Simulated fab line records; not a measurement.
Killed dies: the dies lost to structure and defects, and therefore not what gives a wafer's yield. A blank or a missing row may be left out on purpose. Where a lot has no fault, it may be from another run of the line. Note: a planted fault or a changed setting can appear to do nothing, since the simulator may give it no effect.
Which tool did it? | flow gf180mcu | 6 lots, 18 wafers sampled, at 3 steps of a route of 602

WHAT EACH GAUGE READ, for each wafer
GF_V1_THK_MEAS_01.
lot  | measured     | on           | V1_CVD_00_THK (nm)
L611 | day 17 23:01 | filmMetro-03 | 596 583 604
L615 | day 19 10:11 | filmMetro-03 | 594 593 587
L616 | day 19 21:36 | filmMetro-02 | 1168 1181 1189
L626 | day 23 08:05 | filmMetro-03 | 612 603 596
L628 | day 24 00:22 | filmMetro-03 | 594 602 601
L631 | day 24 21:24 | filmMetro-03 | 597 596 599

WHICH TOOL RAN EACH LOT (tool, then ch and the chambers of the sampled wafers, then the start)
lot  | GF_M1_SPUTTER_00            | GF_V1_CVD_00
L611 | pvdSputter-03, day 16 22:48 | hdpcvd-01 ch 0,1,2, day 17 22:56
L615 | pvdSputter-03, day 18 09:13 | hdpcvd-02 ch 0,1,2, day 19 10:07
L616 | pvdSputter-02, day 18 19:27 | hdpcvd-02 ch 0,1, day 19 21:17
L626 | pvdSputter-04, day 22 07:37 | hdpcvd-01 ch 0,2, day 23 08:00
L628 | pvdSputter-02, day 23 00:39 | hdpcvd-01 ch 0,1, day 24 00:16
L631 | pvdSputter-02, day 23 22:26 | hdpcvd-01 ch 1,2, day 24 21:19
- GF_M1_SPUTTER_00: material Ti, target thk 37.5 nm, time 150 s.
- GF_V1_CVD_00: deposits SiO2, target thk 600 nm, time 100 s.

THE ANSWER, worked out from the rows above alone
Rule: what is usual is taken from the lots themselves. Put in order of their means at a reading, lots are off if they are a third of the lots or fewer, leave a main group of 4 or more, and stand apart from it by a gap of 3 or more times the standard deviation of the main group's means; of several such gaps the widest counts. A main group whose means are all the same, to the digits that the tables above print for the reading, isn't used. Also off: a lot with no number at a reading for which 4 or more lots have one. Any other lot the step has rows for is counted as sound.
Off: L616, seen at GF_V1_THK_MEAS_01 (V1_CVD_00_THK). Main group: mean 597 nm, sd 4.2.
If a tool, at a process step before that reading, ran all the lots that are off and no sound lot after the first of them, it fits. The gauges at GF_V1_THK_MEAS_01 are tried like those tools. Undecided on this evidence; 2 tools fit (hdpcvd-02 at GF_V1_CVD_00, filmMetro-02 at GF_V1_THK_MEAS_01).

WHAT THE SIMULATOR HAD INSERTED
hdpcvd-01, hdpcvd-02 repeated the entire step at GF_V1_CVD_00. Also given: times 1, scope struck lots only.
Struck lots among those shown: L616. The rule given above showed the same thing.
